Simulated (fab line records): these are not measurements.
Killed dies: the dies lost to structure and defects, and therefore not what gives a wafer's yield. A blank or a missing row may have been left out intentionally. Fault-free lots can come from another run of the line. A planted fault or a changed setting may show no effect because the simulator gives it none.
Which tool is to blame?	flow sky130	11 lots, 33 wafers sampled, at 5 steps of a route of 708

WHAT THE GAUGES SHOWED, per wafer
SKY_CONTACT_RS_MEAS_25: the measuring method here is four-point-probe.
lot	measured	on	CONTACT_W_RS (ohm/sq)
L428	day 33 03:50	film metro-03	0.328 0.327 0.338
L429	day 33 05:46	film metro-02	0.343 0.341 0.345
L431	day 34 01:50	film metro-04	0.337 0.336 0.327
L433	day 34 11:47	film metro-02	0.343 0.341 0.342
L436	day 35 10:08	film metro-04	0.343 0.336 0.343
L437	day 35 15:34	film metro-02	0.344 0.347 0.344
L439	day 35 23:37	film metro-02	0.331 0.342 0.339
L440	day 36 12:12	film metro-04	0.343 0.346 0.345
L441	day 36 13:13	film metro-04	0.339 0.346 0.341
L442	day 36 18:16	film metro-02	0.342 0.337 0.341
L449	day 38 20:33	film metro-02	0.342 0.342 0.345

SKY_VIA1_THK_MEAS_01.
lot	measured	on	VIA1_HDPCVD_THK (nm)
L428	day 34 08:59	film metro-03	1025 1011 1014
L429	day 34 10:39	film metro-03	1016 1029 1009
L431	day 35 05:46	film metro-04	1048 1037 1030
L433	day 35 16:55	film metro-01	1033 1021 1041
L436	day 36 14:56	film metro-03	1017 1022 1025
L437	day 36 19:59	film metro-04	1023 1026 1039
L439	day 37 04:20	film metro-04	1032 1021 1014
L440	day 37 17:09	film metro-01	1017 1019 1007
L441	day 37 18:22	film metro-04	1025 1009 867
L442	day 37 23:38	film metro-04	876 1012 1016
L449	day 39 23:18	film metro-01	1028 1022 1030

TOOL THAT RAN EACH LOT (tool first, then ch and the chambers of the sampled wafers, then the start)
lot	SKY_LOCAL_INTERCONNECT_STRIP_15	SKY_CONTACT_ETCH_16	SKY_VIA1_HDPCVD_00
L428	plasma asher-04 ch 0,1, day 31 21:10	rie diel-04 ch 1,3, day 33 02:52	hdpcvd-02 ch 0,1,2, day 34 08:52
L429	plasma asher-04 ch 0,1, day 31 23:19	rie diel-04 ch 1,2, day 33 04:49	hdpcvd-01 ch 1,2, day 34 10:32
L431	plasma asher-04 ch 0,1, day 32 20:31	rie diel-03 ch 0,1,3, day 34 00:52	hdpcvd-02 ch 0,1,2, day 35 05:38
L433	plasma asher-02 ch 0, day 33 06:28	rie diel-01 ch 0,2,3, day 34 10:52	hdpcvd-01 ch 0,1,2, day 35 16:48
L436	plasma asher-04 ch 0,1, day 34 05:32	rie diel-04 ch 1,2,3, day 35 09:14	hdpcvd-02 ch 0,1, day 36 14:46
L437	plasma asher-04 ch 0,1, day 34 10:20	rie diel-01 ch 0,1,2, day 35 14:40	hdpcvd-01 ch 0,1, day 36 19:52
L439	plasma asher-01 ch 0,1, day 34 19:13	rie diel-04 ch 0,1,3, day 35 22:43	hdpcvd-01 ch 0,1,2, day 37 04:13
L440	plasma asher-01 ch 0,1, day 35 06:53	rie diel-03 ch 1,2, day 36 11:17	hdpcvd-02 ch 0,1, day 37 16:59
L441	plasma asher-01 ch 1, day 35 08:22	rie diel-01 ch 0,2, day 36 12:19	hdpcvd-01 ch 0,1,2, day 37 18:15
L442	plasma asher-02 ch 0,1, day 35 13:10	rie diel-03 ch 1,2,3, day 36 17:22	hdpcvd-01 ch 0,1,2, day 37 23:32
L449	plasma asher-04 ch 0,1, day 37 17:04	rie diel-03 ch 0,2,3, day 38 19:31	hdpcvd-02 ch 0,1, day 39 23:08
- SKY_LOCAL_INTERCONNECT_STRIP_15: strips in O2/N2.
- SKY_CONTACT_ETCH_16: etches BARC in N2/H2, stops on SiO2, time 45.9 s, target depth 60 nm.
- SKY_VIA1_HDPCVD_00: deposits SiO2, target thk 1030 nm, time 171.7 s.

AS READ BY THE TOOLS THEMSELVES (means over the sampled wafers that have a number; for cases with no such wafer, the mark the record gives instead)
SKY_LOCAL_INTERCONNECT_STRIP_15.
lot	tool	drypump motor current A (A)	oes product au (a.u.)	strip time to endpoint s (s)
L428	plasma asher-04	6.1	0.426	4.727
L429	plasma asher-04	6.1	0.425	4.730
L431	plasma asher-04	6.1	0.429	4.708
L433	plasma asher-02	5.7	0.426	4.744
L436	plasma asher-04	6.1	0.433	4.757
L437	plasma asher-04	6.2	0.430	4.726
L439	plasma asher-01	5.5	0.424	4.729
L440	plasma asher-01	5.5	0.426	4.717
L441	plasma asher-01	5.7	0.424	4.726
L442	plasma asher-02	5.5	0.429	4.732
L449	plasma asher-04	6.2	0.433	4.745

SKY_CONTACT_ETCH_16.
lot	tool	drypump motor current A (A)	oes product au (a.u.)	throttle valve pct (%)
L428	rie diel-04	5.6	0.857	13.225
L429	rie diel-04	6.0	0.855	13.229
L431	rie diel-03	6.3	0.854	13.225
L433	rie diel-01	6.2	0.857	13.233
L436	rie diel-04	5.9	0.852	13.221
L437	rie diel-01	6.1	0.855	13.223
L439	rie diel-04	5.9	0.853	13.228
L440	rie diel-03	5.8	0.855	13.229
L441	rie diel-01	6.4	0.854	13.219
L442	rie diel-03	6.0	0.857	13.219
L449	rie diel-03	6.1	0.855	13.221

SKY_VIA1_HDPCVD_00.
lot	tool	run length s (s)
L428	hdpcvd-02	200.0
L429	hdpcvd-01	199.1
L431	hdpcvd-02	199.6
L433	hdpcvd-01	199.7
L436	hdpcvd-02	199.7
L437	hdpcvd-01	199.6
L439	hdpcvd-01	199.5
L440	hdpcvd-02	199.4
L441	hdpcvd-01	190.8
L442	hdpcvd-01	191.4
L449	hdpcvd-02	199.5

THE ANSWER, worked out from the rows above alone
Rule: the lots themselves supply what counts as usual. Put in order of their means at a reading, lots are off if they are a third of the lots or fewer, leave a main group of 4 or more, and stand apart from it by a gap of 3 or more times the standard deviation of the main group's means; of several such gaps the widest counts. Not used: any main group whose means are identical at the precision the tables above print for the reading. A lot without any number at a reading at which 4 lots or more have one is off too. Where the step has rows for the other lots, those lots are counted as sound. First the gauges in route order, then the tools' own readings, where a lot's mean is used as printed above. At the first step where some lot is off, the reading lying furthest off is the one used; lots without a number count as furthest.
Off: L441, L442, seen at SKY_VIA1_THK_MEAS_01 (VIA1_HDPCVD_THK). Main group: mean 1024 nm, sd 7.4.
A tool fits if, at a process step before that reading, it ran every lot that is off, and no sound lot after the first of them. The gauges at SKY_VIA1_THK_MEAS_01 aren't tried: what is off there is off at SKY_VIA1_HDPCVD_00 too, on other tools, and a gauge's error can't cause that. One fits: SKY_VIA1_HDPCVD_00 on hdpcvd-01. A fault onset in the window from L439 (day 37 04:13, its last sound lot) to L441 (day 37 18:15, its first lot off) fits.
On the lots that are off, the tool's own readings at SKY_VIA1_HDPCVD_00 differ by more than 5 times the standard deviation of the sound lots' means, which bears it out; run length s reads 191.1 s there versus 199.6 s on the sound lots.

WHAT HAD BEEN PUT IN BY THE SIMULATOR
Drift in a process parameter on hdpcvd-01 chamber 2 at SKY_VIA1_HDPCVD_00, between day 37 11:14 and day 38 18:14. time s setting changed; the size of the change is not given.
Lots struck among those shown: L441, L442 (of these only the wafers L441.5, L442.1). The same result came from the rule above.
